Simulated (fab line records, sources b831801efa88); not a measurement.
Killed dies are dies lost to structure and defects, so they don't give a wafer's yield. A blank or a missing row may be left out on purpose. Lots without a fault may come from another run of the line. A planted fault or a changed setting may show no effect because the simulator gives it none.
Tool commonality check | flow sky130 | 12 lots, 36 wafers sampled

WHY IT WAS OPENED
At SKY_LDD_HVN_TW_MEAS_10 the reading LDD_HVN_TW is flagged on 1 of 12 lots. Wafers without a fault read 1439, standard deviation 12.
Rule: a lot is flagged when every wafer of it that has a number lies more than 4 standard deviations from that mean, or none has a number. The other lots count as sound.

lot  | measured     | on            | LDD_HVN_TW, wafer by wafer | flag
L378 | day 20 22:20 | film_metro-03 | 1442 1448 1445             |
L380 | day 22 08:47 | film_metro-03 | 1456 1455 1453             |
L382 | day 22 12:59 | film_metro-03 | 1445 1449 1448             |
L384 | day 23 05:36 | film_metro-03 | 31 30 30                   | FLAGGED
L387 | day 24 17:05 | film_metro-03 | 1453 1452 1446             |
L394 | day 26 09:54 | film_metro-02 | 1444 1431 1440             |
L395 | day 26 15:44 | film_metro-04 | 1419 1418 1421             |
L396 | day 26 21:56 | film_metro-02 | 1449 1451 1449             |
L397 | day 27 07:22 | film_metro-04 | 1420 1420 1430             |
L398 | day 27 20:22 | film_metro-02 | 1454 1458 1464             |
L399 | day 28 18:47 | film_metro-02 | 1441 1433 1448             |
L400 | day 28 20:35 | film_metro-02 | 1450 1449 1445             |
The numbers of the flagged lots are 30 on average: -1409 against the usual, or -99 or more standard deviations.

WHICH TOOL RAN EACH LOT
The record holds 2 process steps before the reading, out of a route of 708 steps. In each cell: the tool, then ch and the chambers that the sampled wafers went through, then the start.
lot  | flag    | SKY_POLY_GATE_ETCH_15              | SKY_LDD_HVN_EXPOSE_04
L378 |         | rie_diel-04 ch 0,1,3, day 17 00:11 | iline_stepper-02 ch 0, day 20 06:17
L380 |         | rie_diel-04 ch 0,3, day 17 23:26   | iline_stepper-01 ch 0, day 21 16:27
L382 |         | rie_diel-01 ch 0,3, day 18 14:07   | iline_stepper-01 ch 0, day 21 22:44
L384 | FLAGGED | rie_diel-01 ch 1,2,3, day 19 06:44 | iline_stepper-02 ch 0, day 22 14:08
L387 |         | rie_diel-02 ch 1,2,3, day 20 20:22 | iline_stepper-01 ch 0, day 24 01:57
L394 |         | rie_diel-01 ch 0,1,2, day 22 11:01 | iline_stepper-02 ch 0, day 25 19:15
L395 |         | rie_diel-01 ch 0,2, day 22 20:10   | iline_stepper-02 ch 0, day 26 01:20
L396 |         | rie_diel-01 ch 0,1,2, day 23 01:22 | iline_stepper-01 ch 0, day 26 07:07
L397 |         | rie_diel-04 ch 0,1,3, day 23 12:37 | iline_stepper-01 ch 0, day 26 16:11
L398 |         | rie_diel-01 ch 0,3, day 24 00:14   | iline_stepper-02 ch 0, day 27 06:10
L399 |         | rie_diel-02 ch 0,2, day 24 23:29   | iline_stepper-02 ch 0, day 28 04:08
L400 |         | rie_diel-04 ch 0,1,3, day 25 01:04 | iline_stepper-01 ch 0, day 28 05:48
What these steps do:
- SKY_POLY_GATE_ETCH_15: etches BARC in N2/H2, stops on SiO2, time 118.5 s, target depth 110 nm.
- SKY_LDD_HVN_EXPOSE_04: exposes mask HVNTM, target cd 700 nm.
- SKY_LDD_HVN_TW_MEAS_10

FLAGGED OVER TOTAL, TOOL BY TOOL (the gauges that took the reading come last)
step                   | tool             | lots run | flagged | share of the flagged lots | sound lots run after its first flagged lot
SKY_POLY_GATE_ETCH_15  | rie_diel-01      | 6        | 1       | all                       | 4 (L394,L395,L396,L398)
SKY_POLY_GATE_ETCH_15  | rie_diel-02      | 2        | 0       | none                      | -
SKY_POLY_GATE_ETCH_15  | rie_diel-04      | 4        | 0       | none                      | -
SKY_LDD_HVN_EXPOSE_04  | iline_stepper-01 | 6        | 0       | none                      | -
SKY_LDD_HVN_EXPOSE_04  | iline_stepper-02 | 6        | 1       | all                       | 4 (L394,L395,L398,L399)
SKY_LDD_HVN_TW_MEAS_10 | film_metro-02    | 5        | 0       | none                      | -
SKY_LDD_HVN_TW_MEAS_10 | film_metro-03    | 5        | 1       | all                       | 1 (L387)
SKY_LDD_HVN_TW_MEAS_10 | film_metro-04    | 2        | 0       | none                      | -

WHAT THE TABLE ALLOWS
3 rows of the table ran every flagged lot: rie_diel-01 at SKY_POLY_GATE_ETCH_15, iline_stepper-02 at SKY_LDD_HVN_EXPOSE_04, film_metro-03 at SKY_LDD_HVN_TW_MEAS_10.
- rie_diel-01 at SKY_POLY_GATE_ETCH_15: 1 of its 6 lots flagged. Sound lots ran on it after the first flagged one (L394, L395, L396, L398), which a lasting fault on the whole tool wouldn't allow.
- iline_stepper-02 at SKY_LDD_HVN_EXPOSE_04: 1 of its 6 lots flagged. Sound lots ran on it after the first flagged one (L394, L395, L398, L399), which a lasting fault on the whole tool wouldn't allow.
- film_metro-03 at SKY_LDD_HVN_TW_MEAS_10: 1 of its 5 lots flagged. Sound lots ran on it after the first flagged one (L387), which a lasting fault on the whole tool wouldn't allow.
No row of the table ran every flagged lot and no sound lot after the first.

WHAT THE SIMULATOR HAD PUT IN
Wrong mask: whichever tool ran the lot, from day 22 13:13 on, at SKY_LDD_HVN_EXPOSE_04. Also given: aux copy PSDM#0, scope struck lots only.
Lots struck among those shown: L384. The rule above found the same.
